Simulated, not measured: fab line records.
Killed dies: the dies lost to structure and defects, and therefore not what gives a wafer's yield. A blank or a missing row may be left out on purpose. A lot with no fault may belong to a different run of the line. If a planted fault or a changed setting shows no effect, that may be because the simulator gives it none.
Which tool was responsible? :: flow sky130 :: route of 708 steps, sampled at 1 step: 14 lots, 42 wafers

== WHAT THE GAUGES SHOWED, per wafer ==
SKY_FIELD_ISO_THK_MEAS_04. Usual: FIELD_ISO_CVD_03_THK typically reads 166.0 nm, with standard deviation 1.2.
lot: L176
measured: day 1 14:08
on: film-metro-03
FIELD_ISO_CVD_03_THK (nm): 167.2 167.4 166.8
flag: 

lot: L177
measured: day 1 18:49
on: film-metro-03
FIELD_ISO_CVD_03_THK (nm): 165.5 166.4 166.9
flag: 

lot: L179
measured: day 2 05:21
on: film-metro-03
FIELD_ISO_CVD_03_THK (nm): 166.5 166.9 166.8
flag: 

lot: L180
measured: day 2 09:40
on: film-metro-04
FIELD_ISO_CVD_03_THK (nm): 167.0 166.8 166.9
flag: 

lot: L181
measured: day 3 09:47
on: film-metro-03
FIELD_ISO_CVD_03_THK (nm): 166.8 165.2 166.7
flag: 

lot: L184
measured: day 3 09:51
on: film-metro-03
FIELD_ISO_CVD_03_THK (nm): 164.9 164.9 165.0
flag: 

lot: L187
measured: day 3 23:07
on: film-metro-01
FIELD_ISO_CVD_03_THK (nm): 166.2 164.5 164.9
flag: 

lot: L190
measured: day 4 13:37
on: film-metro-03
FIELD_ISO_CVD_03_THK (nm): 165.7 164.5 165.0
flag: 

lot: L191
measured: day 4 19:02
on: film-metro-03
FIELD_ISO_CVD_03_THK (nm): 166.4 167.0 167.5
flag: 

lot: L193
measured: day 5 02:39
on: film-metro-04
FIELD_ISO_CVD_03_THK (nm): 166.0 166.4 165.9
flag: 

lot: L195
measured: day 5 14:38
on: film-metro-01
FIELD_ISO_CVD_03_THK (nm): 164.0 162.6 164.0
flag: 

lot: L196
measured: day 5 21:56
on: film-metro-03
FIELD_ISO_CVD_03_THK (nm): 168.2 168.5 169.1
flag: 

lot: L198
measured: day 6 07:20
on: film-metro-03
FIELD_ISO_CVD_03_THK (nm): 167.9 166.9 165.5
flag: 

lot: L199
measured: day 6 14:37
on: film-metro-04
FIELD_ISO_CVD_03_THK (nm): 165.8 164.7 165.4
flag: 

== TOOL THAT RAN EACH LOT (tool first, then ch and the chambers of the sampled wafers, then the start) ==
There is no process step in the record ahead of these readings.

== AS READ BY THE TOOLS THEMSELVES (means over the sampled wafers that have a number; for cases with no such wafer, the mark the record gives instead) ==
The record holds no such reading with a usual standard deviation.

== THE ANSWER, worked out from the rows above alone ==
Rule: lot off if the mean of its wafers having a number is beyond 3 standard deviations from the usual mean. Also off: a lot with no number at a reading for which 4 or more lots have one. All remaining lots with rows at the step are treated as sound. The gauges are gone through in route order, then the tools' own readings, and for those a lot's mean is taken as printed above. The first step at which some lot is off is used, and at that step the reading that is off furthest; a lot without a number counts as furthest.
No lot is off on any of the readings shown, so nothing can be concluded from this.

== WHAT THE SIMULATOR HAD INSERTED ==
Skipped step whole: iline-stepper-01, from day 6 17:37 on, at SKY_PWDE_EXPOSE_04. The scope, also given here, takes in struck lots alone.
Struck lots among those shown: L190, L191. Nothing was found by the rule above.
